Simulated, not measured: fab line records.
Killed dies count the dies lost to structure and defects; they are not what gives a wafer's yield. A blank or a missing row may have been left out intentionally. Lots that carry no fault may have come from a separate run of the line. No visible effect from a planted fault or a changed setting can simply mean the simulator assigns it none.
Which tool is to blame? :: flow sky130 :: 12 lots with 36 wafers sampled at 5 steps, on a route of 708 steps

== WHAT THE GAUGES READ, wafer by wafer ==
SKY_FIELD_ISO_BOW_MEAS_00. Usual: for INCOMING_BOW the level is 0 um and the standard deviation is 6.7.
lot: L540
measured: day 1 10:01
on: filmMetro-01
INCOMING_BOW (um): 12 -6 2
flag: 

lot: L541
measured: day 1 15:01
on: filmMetro-03
INCOMING_BOW (um): 7 -9 8
flag: 

lot: L542
measured: day 1 20:02
on: filmMetro-03
INCOMING_BOW (um): -3 -7 6
flag: 

lot: L544
measured: day 2 06:01
on: filmMetro-03
INCOMING_BOW (um): -2 4 4
flag: 

lot: L545
measured: day 2 11:01
on: filmMetro-02
INCOMING_BOW (um): 4 8 6
flag: 

lot: L547
measured: day 2 21:02
on: filmMetro-03
INCOMING_BOW (um): -5 -7 -9
flag: 

lot: L549
measured: day 3 07:00
on: filmMetro-02
INCOMING_BOW (um): -7 4 0
flag: 

lot: L556
measured: day 4 18:00
on: filmMetro-01
INCOMING_BOW (um): 10 7 8
flag: 

lot: L558
measured: day 5 04:00
on: filmMetro-02
INCOMING_BOW (um): -15 2 3
flag: 

lot: L560
measured: day 5 14:00
on: filmMetro-03
INCOMING_BOW (um): -3 1 -9
flag: 

lot: L561
measured: day 5 19:02
on: filmMetro-02
INCOMING_BOW (um): 3 2 10
flag: 

lot: L563
measured: day 6 05:00
on: filmMetro-03
INCOMING_BOW (um): 2 -8 3
flag: 

SKY_NWELL_TW_MEAS_26. Usual: for NWELL_2_TW the level is 495.1 and the standard deviation is 2.2.
lot: L540
measured: day 5 07:31
on: filmMetro-01
NWELL_2_TW: 495.8 496.7 495.4
flag: 

lot: L541
measured: day 5 11:35
on: filmMetro-01
NWELL_2_TW: 499.2 494.4 497.6
flag: 

lot: L542
measured: day 5 20:27
on: filmMetro-01
NWELL_2_TW: 496.4 498.7 496.4
flag: 

lot: L544
measured: day 6 07:43
on: filmMetro-04
NWELL_2_TW: 496.3 492.6 494.5
flag: 

lot: L545
measured: day 6 11:05
on: filmMetro-04
NWELL_2_TW: 491.7 494.5 495.6
flag: 

lot: L547
measured: day 7 01:01
on: filmMetro-01
NWELL_2_TW: 493.1 494.6 496.4
flag: 

lot: L549
measured: day 7 10:59
on: filmMetro-04
NWELL_2_TW: 495.2 494.8 495.9
flag: 

lot: L556
measured: day 9 08:11
on: filmMetro-04
NWELL_2_TW: 553.4 555.4 553.1
flag: OFF

lot: L558
measured: day 10 01:56
on: filmMetro-03
NWELL_2_TW: 557.4 559.4 558.1
flag: OFF

lot: L560
measured: day 10 11:30
on: filmMetro-04
NWELL_2_TW: 491.8 493.0 494.5
flag: 

lot: L561
measured: day 10 17:25
on: filmMetro-03
NWELL_2_TW: 495.6 493.9 495.5
flag: 

lot: L563
measured: day 11 06:57
on: filmMetro-04
NWELL_2_TW: 497.4 498.7 499.7
flag: 

SKY_VT_ADJUST_LVTN_TW_MEAS_10. Usual: for VT_ADJUST_LVTN_TW the level is 240.9 and the standard deviation is 1.
lot: L540
measured: day 6 21:04
on: filmMetro-02
VT_ADJUST_LVTN_TW: 242.6 242.6 243.4
flag: 

lot: L541
measured: day 7 02:22
on: filmMetro-04
VT_ADJUST_LVTN_TW: 240.7 239.9 239.4
flag: 

lot: L542
measured: day 7 12:25
on: filmMetro-01
VT_ADJUST_LVTN_TW: 241.8 240.8 240.4
flag: 

lot: L544
measured: day 8 00:19
on: filmMetro-04
VT_ADJUST_LVTN_TW: 240.3 240.9 240.5
flag: 

lot: L545
measured: day 8 02:31
on: filmMetro-01
VT_ADJUST_LVTN_TW: 240.3 240.0 239.9
flag: 

lot: L547
measured: day 8 18:34
on: filmMetro-01
VT_ADJUST_LVTN_TW: 240.9 241.8 241.1
flag: 

lot: L549
measured: day 9 04:46
on: filmMetro-01
VT_ADJUST_LVTN_TW: 240.8 239.7 239.6
flag: 

lot: L556
measured: day 11 06:16
on: filmMetro-04
VT_ADJUST_LVTN_TW: 241.2 241.6 242.0
flag: 

lot: L558
measured: day 12 01:42
on: filmMetro-01
VT_ADJUST_LVTN_TW: 239.4 240.7 241.0
flag: 

lot: L560
measured: day 12 12:43
on: filmMetro-01
VT_ADJUST_LVTN_TW: 240.8 239.6 240.9
flag: 

lot: L561
measured: day 12 17:28
on: filmMetro-02
VT_ADJUST_LVTN_TW: 241.9 241.4 242.1
flag: 

lot: L563
measured: day 13 08:20
on: filmMetro-04
VT_ADJUST_LVTN_TW: 241.8 241.6 241.9
flag: 

== EACH LOT AND THE TOOL THAT RAN IT (in order: tool; ch and the chambers of the sampled wafers; start) ==
lot: L540
SKY_NWELL_IMPLANT_24: implanter-03 ch 0, day 5 07:16
SKY_VT_ADJUST_HVTP_STRIP_10: plasmaAsher-02 ch 0,1, day 6 00:53

lot: L541
SKY_NWELL_IMPLANT_24: implanter-03 ch 0, day 5 11:22
SKY_VT_ADJUST_HVTP_STRIP_10: plasmaAsher-01 ch 0,1, day 6 06:14

lot: L542
SKY_NWELL_IMPLANT_24: implanter-02 ch 0, day 5 20:14
SKY_VT_ADJUST_HVTP_STRIP_10: plasmaAsher-01 ch 0,1, day 6 16:20

lot: L544
SKY_NWELL_IMPLANT_24: implanter-04 ch 0, day 6 07:28
SKY_VT_ADJUST_HVTP_STRIP_10: plasmaAsher-01 ch 0, day 7 04:05

lot: L545
SKY_NWELL_IMPLANT_24: implanter-04 ch 0, day 6 10:52
SKY_VT_ADJUST_HVTP_STRIP_10: plasmaAsher-01 ch 0,1, day 7 06:12

lot: L547
SKY_NWELL_IMPLANT_24: implanter-02 ch 0, day 7 00:48
SKY_VT_ADJUST_HVTP_STRIP_10: plasmaAsher-04 ch 0,1, day 7 21:17

lot: L549
SKY_NWELL_IMPLANT_24: implanter-04 ch 0, day 7 10:44
SKY_VT_ADJUST_HVTP_STRIP_10: plasmaAsher-01 ch 0,1, day 8 08:24

lot: L556
SKY_NWELL_IMPLANT_24: implanter-04 ch 0, day 9 07:56
SKY_VT_ADJUST_HVTP_STRIP_10: plasmaAsher-04 ch 0,1, day 10 06:59

lot: L558
SKY_NWELL_IMPLANT_24: implanter-04 ch 0, day 10 01:41
SKY_VT_ADJUST_HVTP_STRIP_10: plasmaAsher-01 ch 0,1, day 11 01:41

lot: L560
SKY_NWELL_IMPLANT_24: implanter-03 ch 0, day 10 11:15
SKY_VT_ADJUST_HVTP_STRIP_10: plasmaAsher-04 ch 0,1, day 11 11:41

lot: L561
SKY_NWELL_IMPLANT_24: implanter-02 ch 0, day 10 17:12
SKY_VT_ADJUST_HVTP_STRIP_10: plasmaAsher-01 ch 0,1, day 11 17:12

lot: L563
SKY_NWELL_IMPLANT_24: implanter-03 ch 0, day 11 06:42
SKY_VT_ADJUST_HVTP_STRIP_10: plasmaAsher-04 ch 0,1, day 12 07:07
- SKY_NWELL_IMPLANT_24
- SKY_VT_ADJUST_HVTP_STRIP_10: strips in O2/N2.

== WHAT THE TOOLS THEMSELVES READ (means of the sampled wafers that have a number; where no wafer has one, the mark that the record gives instead) ==
SKY_NWELL_IMPLANT_24. Usual: beamEnergyKeV 139.99, standard deviation 0.042; doseIonsCm2 9.202e+12, standard deviation 1.1e+10; faradayCurrentUA 51.8, standard deviation 1.1.
lot: L540
tool: implanter-03
beamEnergyKeV: 139.98
doseIonsCm2: 9.200e+12
faradayCurrentUA: 51.3
flag: 

lot: L541
tool: implanter-03
beamEnergyKeV: 140.00
doseIonsCm2: 9.200e+12
faradayCurrentUA: 52.8
flag: 

lot: L542
tool: implanter-02
beamEnergyKeV: 140.03
doseIonsCm2: 9.208e+12
faradayCurrentUA: 51.9
flag: 

lot: L544
tool: implanter-04
beamEnergyKeV: 140.01
doseIonsCm2: 9.209e+12
faradayCurrentUA: 50.9
flag: 

lot: L545
tool: implanter-04
beamEnergyKeV: 140.04
doseIonsCm2: 9.212e+12
faradayCurrentUA: 50.7
flag: 

lot: L547
tool: implanter-02
beamEnergyKeV: 139.97
doseIonsCm2: 9.196e+12
faradayCurrentUA: 52.2
flag: 

lot: L549
tool: implanter-04
beamEnergyKeV: 139.97
doseIonsCm2: 9.197e+12
faradayCurrentUA: 52.2
flag: 

lot: L556
tool: implanter-04
beamEnergyKeV: 140.00
doseIonsCm2: 1.344e+13
faradayCurrentUA: 77.9
flag: OFF

lot: L558
tool: implanter-04
beamEnergyKeV: 140.00
doseIonsCm2: 1.345e+13
faradayCurrentUA: 76.0
flag: OFF

lot: L560
tool: implanter-03
beamEnergyKeV: 139.98
doseIonsCm2: 9.218e+12
faradayCurrentUA: 51.7
flag: 

lot: L561
tool: implanter-02
beamEnergyKeV: 139.96
doseIonsCm2: 9.200e+12
faradayCurrentUA: 52.5
flag: 

lot: L563
tool: implanter-03
beamEnergyKeV: 140.02
doseIonsCm2: 9.204e+12
faradayCurrentUA: 52.6
flag: 

SKY_VT_ADJUST_HVTP_STRIP_10. Usual: chamberPressureMTorr 1499.9 mTorr, standard deviation 1.4; drypumpMotorCurrentA 5.62 A, standard deviation 0.24; oesProductAu 0.716 a.u., standard deviation 0.0046; stripTimeToEndpointS 14.20 s, standard deviation 0.042.
lot: L540
tool: plasmaAsher-02
chamberPressureMTorr (mTorr): 1499.2
drypumpMotorCurrentA (A): 5.48
oesProductAu (a.u.): 0.717
stripTimeToEndpointS (s): 14.17
flag: 

lot: L541
tool: plasmaAsher-01
chamberPressureMTorr (mTorr): 1500.8
drypumpMotorCurrentA (A): 5.72
oesProductAu (a.u.): 0.715
stripTimeToEndpointS (s): 14.16
flag: 

lot: L542
tool: plasmaAsher-01
chamberPressureMTorr (mTorr): 1500.5
drypumpMotorCurrentA (A): 5.84
oesProductAu (a.u.): 0.713
stripTimeToEndpointS (s): 14.18
flag: 

lot: L544
tool: plasmaAsher-01
chamberPressureMTorr (mTorr): 1499.4
drypumpMotorCurrentA (A): 5.55
oesProductAu (a.u.): 0.715
stripTimeToEndpointS (s): 14.23
flag: 

lot: L545
tool: plasmaAsher-01
chamberPressureMTorr (mTorr): 1499.6
drypumpMotorCurrentA (A): 5.85
oesProductAu (a.u.): 0.717
stripTimeToEndpointS (s): 14.22
flag: 

lot: L547
tool: plasmaAsher-04
chamberPressureMTorr (mTorr): 1499.3
drypumpMotorCurrentA (A): 5.41
oesProductAu (a.u.): 0.714
stripTimeToEndpointS (s): 14.24
flag: 

lot: L549
tool: plasmaAsher-01
chamberPressureMTorr (mTorr): 1500.2
drypumpMotorCurrentA (A): 5.72
oesProductAu (a.u.): 0.713
stripTimeToEndpointS (s): 14.25
flag: 

lot: L556
tool: plasmaAsher-04
chamberPressureMTorr (mTorr): 1501.7
drypumpMotorCurrentA (A): 5.41
oesProductAu (a.u.): 0.716
stripTimeToEndpointS (s): 14.24
flag: 

lot: L558
tool: plasmaAsher-01
chamberPressureMTorr (mTorr): 1500.1
drypumpMotorCurrentA (A): 5.86
oesProductAu (a.u.): 0.720
stripTimeToEndpointS (s): 14.22
flag: 

lot: L560
tool: plasmaAsher-04
chamberPressureMTorr (mTorr): 1498.9
drypumpMotorCurrentA (A): 5.59
oesProductAu (a.u.): 0.715
stripTimeToEndpointS (s): 14.23
flag: 

lot: L561
tool: plasmaAsher-01
chamberPressureMTorr (mTorr): 1498.4
drypumpMotorCurrentA (A): 5.86
oesProductAu (a.u.): 0.714
stripTimeToEndpointS (s): 14.24
flag: 

lot: L563
tool: plasmaAsher-04
chamberPressureMTorr (mTorr): 1500.3
drypumpMotorCurrentA (A): 5.42
oesProductAu (a.u.): 0.712
stripTimeToEndpointS (s): 14.16
flag: 

== THE ANSWER, worked out from the rows above alone ==
Rule: a lot is off if the mean of its wafers that have a number lies more than 3 standard deviations from the usual mean. Also off: a lot with no number at a reading for which 4 or more lots have one. All remaining lots with rows at the step are treated as sound. Order of review: gauges by route order, followed by the tools' own readings, for which a lot's mean as printed above is used. The first step at which some lot is off is used, and at that step the reading that is off furthest; a lot without a number counts as furthest.
Off: L556, L558, seen at SKY_NWELL_TW_MEAS_26 (NWELL_2_TW).
If a tool, at a process step before that reading, ran all the lots that are off and no sound lot after the first of them, it fits. The gauges at SKY_NWELL_TW_MEAS_26 aren't tried: what is off there is off at SKY_NWELL_IMPLANT_24 too, on other tools, and a gauge's error can't cause that. One fits: SKY_NWELL_IMPLANT_24 on implanter-04. A fault onset in the window from L549 (day 7 10:44, its last sound lot) to L556 (day 9 07:56, its first lot off) fits.
The tool's own readings at SKY_NWELL_IMPLANT_24 bear it out: on the lots that are off they differ by more than 5 times the standard deviation of the sound lots' means. doseIonsCm2 reads 1.344e+13 there against 9.204e+12 on the sound lots; faradayCurrentUA reads 77.0 there against 51.9 on the sound lots.

== WHAT WAS PUT IN BY THE SIMULATOR ==
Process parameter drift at SKY_NWELL_IMPLANT_24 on implanter-04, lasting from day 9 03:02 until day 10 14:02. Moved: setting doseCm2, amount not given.
Lots struck among those shown: L556, L558. The rule above found the same.
